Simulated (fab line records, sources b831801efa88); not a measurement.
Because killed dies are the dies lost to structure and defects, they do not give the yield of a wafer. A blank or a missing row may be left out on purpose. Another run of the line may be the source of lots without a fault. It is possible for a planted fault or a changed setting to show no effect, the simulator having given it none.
fab line records	flow gf180mcu	part 2 of 2: steps 26 to 35 of 35
[record] lots = 5	wafers = 15	last-day = 33
route steps=602 shown PSD@258 NSD@262 SAB@264 SALICIDE@278 CONTACT@287
lots that met no fault: taken from a fault-free run of the same line
start-h: hours from the record's opening day to when the first of the lot's shown wafers began	wait-h: hours from the lot's prior step to this one	" the same as in the row above	L1.1+2: several wafers, shown together as one row	- no value, or no start given	* or withheld: withheld	< > ~ a bound
route shown NAME@n: NAME is a module with steps in the file, n the number in the route of the first one	usual: mean/standard deviation taken from wafers without a fault	same: alike in all rows	chamber/n: place in a boat	sites: each site's reading	_std_site: their standard deviation	_edge_site: inner sites' mean taken away from outer sites' mean	radius-mm: for every site, how far away it sits from the centre of the wafer	mask NAME#n: copy n	behind: the last tool/chamber to shape the wafer	hold: why the lot went on hold/how many hours it stayed there/how the hold came to an end	device: transistor that didn't switch, given as n, p or np	end of line: the route-end tests of the same wafers	for a step that has no rows: nothing shown but its recipe	killed: dies lost to structure and defects at the first sort, not the wafer's yield	map: dies across one wafer; x = killed, . = not, _ = none there
set.NAME: the run value of the setting; set.NAME@STEP: its run value at that earlier step	model.NAME: the simulator's own value behind a step, which no gauge read
lots at selected steps of the route; one table per step, one row per wafer
services: a tool's chamber out of use, with start hour (start-h, from the record's first day; less than 0 if before it), hours out, and reason
[[steps]]
[step GF_SALICIDE_THK_MEAS_05]
[recipe] thk-meas-gauge = xrf	reads = TiN_of_SALICIDE_SPUTTER_03
[usual] SALICIDE_TIN_THK = 19.8/0.3
lot.wafer	tool	chamber	start-h	wait-h	SALICIDE_TIN_THK[nm]
L075.1	film-metro-03	-	347.03	0.1	20.0
L075.2	"	-	"	"	19.8
L075.4	"	-	"	"	20.0
L076.3	film-metro-02	-	362.89	0.1	19.9
L076.4	"	-	"	"	19.9
L076.6	"	-	"	"	19.8
L083.3	film-metro-04	-	414.94	0.1	20.0
L083.4	"	-	"	"	19.7
L083.5	"	-	"	"	19.7
L088.1	film-metro-03	-	459.17	0.1	20.1
L088.2	"	-	"	"	20.0
L088.4	"	-	"	"	20.1
L092.1	film-metro-04	-	492.83	0.1	19.4
L092.4	"	-	"	"	19.6
L092.5	"	-	"	"	19.7
[step GF_SALICIDE_RTA_06]
[recipe] temp-c = 530	time-s = 30	ambient = N2
[usual] anneal-temp-c-max = 532.5/0.59	lamp-power-pct = 6.8/0.92	wafer_temp_C_max = 532.2/0.62
lot.wafer	tool	chamber	start-h	wait-h	anneal-temp-c-max	lamp-power-pct	wafer_temp_C_max
L075.1	rtp-anneal-01	0	347.09	0.1	532.7	5.9	531.8
L075.2	"	0	"	"	532.3	5.9	532.4
L075.4	"	0	"	"	532.4	5.9	531.3
L076.3	rtp-anneal-02	0	362.97	0.1	532.6	7.8	532.2
L076.4	"	0	"	"	532.1	7.8	532.3
L076.6	"	0	"	"	532.4	7.8	532.8
L083.3	rtp-anneal-02	0	415.01	0.1	532.5	7.8	533.4
L083.4	"	0	"	"	532.0	7.8	533.0
L083.5	"	0	"	"	531.5	7.8	532.9
L088.1	rtp-anneal-02	0	459.23	0.1	532.1	7.8	532.4
L088.2	"	0	"	"	531.8	7.8	533.6
L088.4	"	0	"	"	533.0	7.8	532.7
L092.1	rtp-anneal-01	0	492.89	0.1	532.4	5.9	532.0
L092.4	"	0	"	"	532.7	5.9	531.6
L092.5	"	0	"	"	534.2	5.9	531.6
[step GF_SALICIDE_WET_ETCH_07]
[recipe] chemistry = SPM	target-depth-nm = 120	dry = n2-spin
lot.wafer	tool	chamber	start-h	wait-h
L075.1+2+4	wet-bench-03	2	347.19	0.1
L076.3+4+6	wet-bench-01	2	363.03	0.1
L083.3+4+5	wet-bench-03	0	415.08	0.1
L088.1+2+4	wet-bench-02	0	459.43	0.2
L092.1+4+5	wet-bench-02	0	492.99	0.1
[step GF_SALICIDE_RTA_08]
[recipe] temp-c = 800	time-s = 30	ambient = N2
[usual] anneal-temp-c-max = 803.8/0.85	lamp-power-pct = 19.1/2.6	wafer_temp_C_max = 803.4/0.83
lot.wafer	tool	chamber	start-h	wait-h	anneal-temp-c-max	lamp-power-pct	wafer_temp_C_max
L075.1	rtp-anneal-02	0	347.29	0.0	803.1	21.6	805.0
L075.2	"	0	"	"	802.8	21.6	804.4
L075.4	"	0	"	"	803.0	21.6	803.4
L076.3	rtp-anneal-01	0	363.17	0.0	803.9	16.5	803.1
L076.4	"	0	"	"	804.8	16.5	803.2
L076.6	"	0	"	"	805.1	16.5	803.2
L083.3	rtp-anneal-01	0	415.21	0.0	804.5	16.5	802.4
L083.4	"	0	"	"	803.6	16.5	802.5
L083.5	"	0	"	"	803.4	16.5	802.9
L088.1	rtp-anneal-02	0	459.52	0.0	803.6	21.6	804.1
L088.2	"	0	"	"	802.6	21.6	803.5
L088.4	"	0	"	"	803.7	21.6	803.0
L092.1	rtp-anneal-02	0	493.09	0.0	802.4	21.6	803.3
L092.4	"	0	"	"	802.5	21.6	804.8
L092.5	"	0	"	"	803.5	21.6	804.0
[step GF_CONTACT_CVD_00]
[recipe] material = SiO2	target-thk-nm = 300	sigma-open-frac = 0.3	temp-c = 400	time-s = 50	sih4-flow-sccm = 60	pressure-mtorr = 6
[usual] pressure-mtorr = 6.000/0.012
lot.wafer	tool	chamber	start-h	wait-h	pressure-mtorr
L075.1	hdpcvd-02	2	347.39	0.1	5.993
L075.2	"	0	"	"	5.983
L075.4	"	0	"	"	6.003
L076.3	hdpcvd-02	1	363.23	0.1	6.027
L076.4	"	1	"	"	6.018
L076.6	"	2	"	"	5.989
L083.3	hdpcvd-02	1	415.27	0.1	5.989
L083.4	"	0	"	"	5.988
L083.5	"	2	"	"	6.006
L088.1	hdpcvd-01	1	459.72	0.2	6.024
L088.2	"	0	"	"	5.990
L088.4	"	2	"	"	6.018
L092.1	hdpcvd-01	1	493.19	0.1	6.003
L092.4	"	2	"	"	5.992
L092.5	"	1	"	"	6.011
[step GF_CONTACT_THK_MEAS_01]
[recipe] reads = SiO2_of_CONTACT_CVD_00
[usual] CONTACT_CVD_00_THK = 300/3.3
lot.wafer	tool	chamber	start-h	wait-h	CONTACT_CVD_00_THK[nm]
L075.1	film-metro-03	-	347.43	0.0	299
L075.2	"	-	"	"	297
L075.4	"	-	"	"	297
L076.3	film-metro-01	-	363.30	0.0	295
L076.4	"	-	"	"	298
L076.6	"	-	"	"	299
L083.3	film-metro-01	-	415.34	0.0	302
L083.4	"	-	"	"	298
L083.5	"	-	"	"	298
L088.1	film-metro-03	-	459.76	0.0	304
L088.2	"	-	"	"	305
L088.4	"	-	"	"	302
L092.1	film-metro-03	-	493.24	0.0	299
L092.4	"	-	"	"	302
L092.5	"	-	"	"	303
[step GF_CONTACT_CVD_02]
[recipe] material = SiO2	target-thk-nm = 860	precursor = TEOS	temp-c = 400	time-s = 95.992	rf-w = 600
[usual] heater-power-w = 653/99
lot.wafer	tool	chamber	start-h	wait-h	heater-power-w
L075.1	pecvd-01	2	347.49	0.1	727
L075.2	"	0	"	"	672
L075.4	"	0	"	"	722
L076.3	pecvd-01	1	363.34	0.0	697
L076.4	"	0	"	"	768
L076.6	"	1	"	"	567
L083.3	pecvd-02	1	415.38	0.0	703
L083.4	"	0	"	"	548
L083.5	"	2	"	"	650
L088.1	pecvd-04	0	459.82	0.1	759
L088.2	"	2	"	"	477
L088.4	"	1	"	"	663
L092.1	pecvd-04	0	493.30	0.1	791
L092.4	"	2	"	"	529
L092.5	"	0	"	"	619
[step GF_CONTACT_THK_MEAS_03]
[recipe] reads = SiO2_of_CONTACT_CVD_02
[usual] CONTACT_CVD_02_THK = 857/13
lot.wafer	tool	chamber	start-h	wait-h	CONTACT_CVD_02_THK[nm]
L075.1	film-metro-02	-	347.56	0.0	870
L075.2	"	-	"	"	860
L075.4	"	-	"	"	864
L076.3	film-metro-01	-	363.43	0.1	866
L076.4	"	-	"	"	875
L076.6	"	-	"	"	876
L083.3	film-metro-03	-	415.47	0.1	841
L083.4	"	-	"	"	869
L083.5	"	-	"	"	861
L088.1	film-metro-01	-	459.89	0.0	861
L088.2	"	-	"	"	864
L088.4	"	-	"	"	876
L092.1	film-metro-01	-	493.37	0.0	849
L092.4	"	-	"	"	869
L092.5	"	-	"	"	857
[step GF_CONTACT_CMP_04]
[recipe] material = SiO2	down-force-psi = 4	platen-rpm = 60	pad-velocity-m-s = 0.94248
[usual] motor-current-A = 12.0/1.2	time-to-endpoint-s = 107/6.3
lot.wafer	tool	chamber	start-h	wait-h	motor-current-A	time-to-endpoint-s
L075.1	cmp-02	2	347.62	0.1	13.3	115
L075.4	"	0	"	"	11.6	103
L075.2	"	1	"	"	11.8	109
L076.3	cmp-01	3	363.50	0.1	13.2	105
L076.4	"	2	"	"	12.5	106
L076.6	"	0	"	"	13.3	105
L083.4	cmp-02	1	415.56	0.1	11.7	116
L083.3	"	2	"	"	12.6	106
L083.5	"	0	"	"	11.8	113
L088.1	cmp-01	1	459.99	0.1	9.8	109
L088.2	"	2	"	"	11.9	101
L088.4	"	3	"	"	12.6	108
L092.4	cmp-02	2	493.43	0.0	12.9	114
L092.1	"	1	"	"	12.1	108
L092.5	"	2	"	"	12.6	113
[step GF_CONTACT_BOW_MEAS_05]
[recipe] mode = bow
[usual] CONTACT_BOW = 66/6.6
lot.wafer	tool	chamber	start-h	wait-h	CONTACT_BOW[um]
L075.1	film-metro-03	-	347.92	0.2	61
L075.2	"	-	"	"	58
L075.4	"	-	"	"	64
L076.3	film-metro-01	-	363.84	0.3	57
L076.4	"	-	"	"	55
L076.6	"	-	"	"	48
L083.3	film-metro-02	-	415.85	0.2	67
L083.4	"	-	"	"	63
L083.5	"	-	"	"	69
L088.1	film-metro-03	-	460.29	0.2	64
L088.2	"	-	"	"	79
L088.4	"	-	"	"	62
L092.1	film-metro-01	-	493.84	0.2	71
L092.4	"	-	"	"	54
L092.5	"	-	"	"	62
[[services]]
tool	chamber	start-h	hours	kind
rie-diel-02	2	306.16	19.8	repair
iline-stepper-02	-	326.32	9.1	repair
cmp-02	-	328.53	0.2	repair
pvd-sputter-04	-	329.45	3.0	repair
hdpcvd-02	1	340.93	5.2	repair
pecvd-04	-	346.36	6.0	pm
plasma-asher-03	-	350.86	2.8	pm
cmp-02	-	357.12	1.3	repair
pecvd-01	-	368.88	14.0	pm
plasma-asher-03	-	373.90	3.0	repair
pecvd-01	-	377.30	93.6	repair
cmp-02	-	383.20	4.5	repair
iline-stepper-02	-	389.36	1.7	pm
pvd-sputter-04	-	406.63	0.6	repair
rie-diel-02	3	418.20	1.6	repair
pvd-sputter-03	-	422.02	0.7	repair
plasma-asher-03	-	431.45	0.4	repair
pvd-sputter-04	-	432.73	2.1	repair
plasma-asher-03	-	442.50	15.6	pm
pvd-sputter-04	-	443.83	5.2	repair
rie-diel-02	3	446.73	6.9	repair
pvd-sputter-04	-	467.07	6.6	repair
rie-diel-02	0	470.74	15.1	repair
pecvd-04	-	487.46	5.5	pm
